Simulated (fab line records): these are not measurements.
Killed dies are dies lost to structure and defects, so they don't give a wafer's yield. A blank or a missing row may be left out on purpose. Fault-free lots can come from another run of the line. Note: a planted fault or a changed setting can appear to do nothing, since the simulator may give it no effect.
Which of the tools did it? + flow sky130 + Sampling: 13 lots, 39 wafers, 4 of 708 route steps

WHAT EACH GAUGE READ, for each wafer
SKY_SONOS_ONO_THK_MEAS_05. Usual: for SONOS_ONO_CVD_04_THK the level is 5.66 nm and the standard deviation is 0.088.
| lot  | measured     | on           | SONOS_ONO_CVD_04_THK (nm) | flag |
|------|--------------|--------------|---------------------------|------|
| L170 | day 11 21:57 | filmMetro-03 | 5.65 5.65 5.69            |      |
| L171 | day 12 09:08 | filmMetro-03 | 5.68 5.85 5.86            |      |
| L173 | day 13 00:29 | filmMetro-04 | 5.61 5.54 5.63            |      |
| L174 | day 13 05:38 | filmMetro-01 | 5.53 5.65 5.63            |      |
| L176 | day 14 03:55 | filmMetro-03 | 5.61 5.48 5.70            |      |
| L179 | day 15 02:42 | filmMetro-03 | 5.79 5.72 5.65            |      |
| L181 | day 15 11:27 | filmMetro-03 | 5.75 5.77 5.68            |      |
| L182 | day 16 01:47 | filmMetro-04 | 5.63 5.65 5.53            |      |
| L187 | day 17 14:31 | filmMetro-04 | 5.60 5.56 5.59            |      |
| L188 | day 17 20:46 | filmMetro-04 | 5.69 5.49 5.80            |      |
| L189 | day 18 19:44 | filmMetro-03 | 5.62 5.74 5.61            |      |
| L190 | day 19 02:01 | filmMetro-04 | 5.74 5.76 5.74            |      |
| L192 | day 19 20:26 | filmMetro-04 | 5.67 5.71 5.61            |      |

SKY_LDD_N_TW_MEAS_17. Usual: for LDD_N_TW the level is 2586 and the standard deviation is 30.
| lot  | measured     | on           | LDD_N_TW       | flag |
|------|--------------|--------------|----------------|------|
| L170 | day 18 04:42 | filmMetro-01 | 2627 2619 2627 |      |
| L171 | day 18 19:51 | filmMetro-01 | 2621 2636 2624 |      |
| L173 | day 19 08:22 | filmMetro-03 | 2582 2564 2575 |      |
| L174 | day 19 22:48 | filmMetro-03 | 2571 2571 2569 |      |
| L176 | day 20 15:21 | filmMetro-04 | 2574 2560 2565 |      |
| L179 | day 21 19:07 | filmMetro-01 | 2631 2642 2632 |      |
| L181 | day 22 01:27 | filmMetro-04 | 2555 2552 2570 |      |
| L182 | day 22 20:01 | filmMetro-04 | 2554 2570 2546 |      |
| L187 | day 24 10:38 | filmMetro-01 | 2620 2620 2615 |      |
| L188 | day 24 14:24 | filmMetro-01 | 2615 2608 2627 |      |
| L189 | day 25 14:15 | filmMetro-03 | 2583 2607 2588 |      |
| L190 | day 25 19:23 | filmMetro-01 | 2635 2625 2629 |      |
| L192 | day 26 12:57 | filmMetro-01 | 2621 2623 2619 |      |

SKY_SD_N_RS_MEAS_18: measures by four-point-probe. Usual: for RES_XHIGH_RS the level is 333.6 ohm/sq and the standard deviation is 1.3.
| lot  | measured     | on           | RES_XHIGH_RS (ohm/sq) | flag |
|------|--------------|--------------|-----------------------|------|
| L170 | day 28 07:22 | filmMetro-04 | 334.7 332.9 332.9     |      |
| L171 | day 28 23:37 | filmMetro-04 | 333.0 332.8 334.1     |      |
| L173 | day 29 09:06 | filmMetro-02 | 332.7 332.5 333.9     |      |
| L174 | day 29 20:00 | filmMetro-01 | 331.4 332.7 333.7     |      |
| L176 | day 30 13:14 | filmMetro-02 | 335.8 334.3 334.4     |      |
| L179 | day 31 13:43 | filmMetro-04 | 335.2 334.5 334.3     |      |
| L181 | day 31 19:52 | filmMetro-01 | 332.2 332.6 333.0     |      |
| L182 | day 32 11:26 | filmMetro-02 | 333.0 333.1 333.3     |      |
| L190 | day 35 05:47 | filmMetro-01 | 333.5 334.7 334.2     |      |
| L192 | day 35 19:29 | filmMetro-02 | 331.8 332.8 332.3     |      |

EACH LOT AND THE TOOL THAT RAN IT (in order: tool; ch and the chambers of the sampled wafers; start)
| lot  | SKY_POLY_CUT_ETCH_11              |
|------|-----------------------------------|
| L170 | rieDiel-01 ch 1,2,3, day 24 14:48 |
| L171 | rieDiel-01 ch 0,2,3, day 25 08:37 |
| L173 | rieDiel-02 ch 2,3, day 25 18:10   |
| L174 | rieDiel-02 ch 0,1,2, day 26 06:17 |
| L176 | rieDiel-01 ch 0,1,3, day 27 00:33 |
| L179 | rieDiel-04 ch 0,1,3, day 28 02:56 |
| L181 | rieDiel-02 ch 0,1,3, day 28 08:23 |
| L182 | rieDiel-01 ch 0,1,3, day 29 00:15 |
| L187 | rieDiel-01 ch 1,2,3, day 30 12:41 |
| L188 | rieDiel-02 ch 1,2,3, day 31 16:01 |
| L189 | rieDiel-01 ch 0,1,3, day 31 16:08 |
| L190 | rieDiel-04 ch 1,2, day 31 19:12   |
| L192 | rieDiel-02 ch 0,1,2, day 32 09:56 |
- SKY_POLY_CUT_ETCH_11: etches Si3N4 in CF4/CH2F2/Ar, stops on poly-Si, time 42.5 s, target depth 60 nm.

WHAT THE TOOLS THEMSELVES READ (means of the sampled wafers that have a number; where no wafer has one, the mark that the record gives instead)
SKY_POLY_CUT_ETCH_11. Usual: biasW 150.1 W, standard deviation 0.45; cf4FlowSccm 40.01 sccm, standard deviation 0.12; drypumpMotorCurrentA 5.8 A, standard deviation 0.4; oesProductAu 0.827 a.u., standard deviation 0.0056; rfFwdPowerW 593.1 W, standard deviation 2.7; throttleValvePct 14.996 %, standard deviation 0.0082.
| lot  | tool       | biasW (W) | cf4FlowSccm (sccm) | drypumpMotorCurrentA (A) | oesProductAu (a.u.) | rfFwdPowerW (W) | throttleValvePct (%) | flag |
|------|------------|-----------|--------------------|--------------------------|---------------------|-----------------|----------------------|------|
| L170 | rieDiel-01 | 150.1     | 40.14              | 5.6                      | 0.822               | 595.8           | 14.998               |      |
| L171 | rieDiel-01 | 150.1     | 40.04              | 5.7                      | 0.831               | 594.7           | 15.000               |      |
| L173 | rieDiel-02 | 150.6     | 39.94              | 6.3                      | 0.822               | 591.9           | 14.997               |      |
| L174 | rieDiel-02 | 150.2     | 40.15              | 5.9                      | 0.829               | 593.7           | 14.997               |      |
| L176 | rieDiel-01 | 150.0     | 39.99              | 5.5                      | 0.827               | 591.9           | 14.997               |      |
| L179 | rieDiel-04 | 149.9     | 40.14              | 5.8                      | 0.836               | 591.9           | 14.996               |      |
| L181 | rieDiel-02 | 150.0     | 40.09              | 6.2                      | 0.827               | 590.8           | 14.990               |      |
| L182 | rieDiel-01 | 149.8     | 39.95              | 5.4                      | 0.822               | 592.6           | 14.993               |      |
| L187 | rieDiel-01 | -         | -                  | -                        | -                   | -               | -                    | OFF  |
| L188 | rieDiel-02 | -         | -                  | -                        | -                   | -               | -                    | OFF  |
| L189 | rieDiel-01 | -         | -                  | -                        | -                   | -               | -                    | OFF  |
| L190 | rieDiel-04 | 150.2     | 40.01              | 5.4                      | 0.830               | 593.1           | 14.998               |      |
| L192 | rieDiel-02 | 149.9     | 39.98              | 5.9                      | 0.826               | 593.0           | 15.001               |      |

THE ANSWER, worked out from the rows above alone
Rule: a lot is off if the mean of its wafers that have a number lies more than 3 standard deviations from the usual mean. A lot without any number at a reading at which 4 lots or more have one is off too. All remaining lots with rows at the step are treated as sound. The gauges are gone through in route order, then the tools' own readings, and for those a lot's mean is taken as printed above. At the first step where some lot is off, the reading lying furthest off is the one used; lots without a number count as furthest.
Off: L187, L188, L189, at SKY_POLY_CUT_ETCH_11 (biasW). Without a number there: L187, L188, L189.
A tool fits if, at that step or a process step before it, it ran every lot that is off, and no sound lot after the first of them. Not one of the candidates tried fits.

WHAT HAD BEEN PUT IN BY THE SIMULATOR
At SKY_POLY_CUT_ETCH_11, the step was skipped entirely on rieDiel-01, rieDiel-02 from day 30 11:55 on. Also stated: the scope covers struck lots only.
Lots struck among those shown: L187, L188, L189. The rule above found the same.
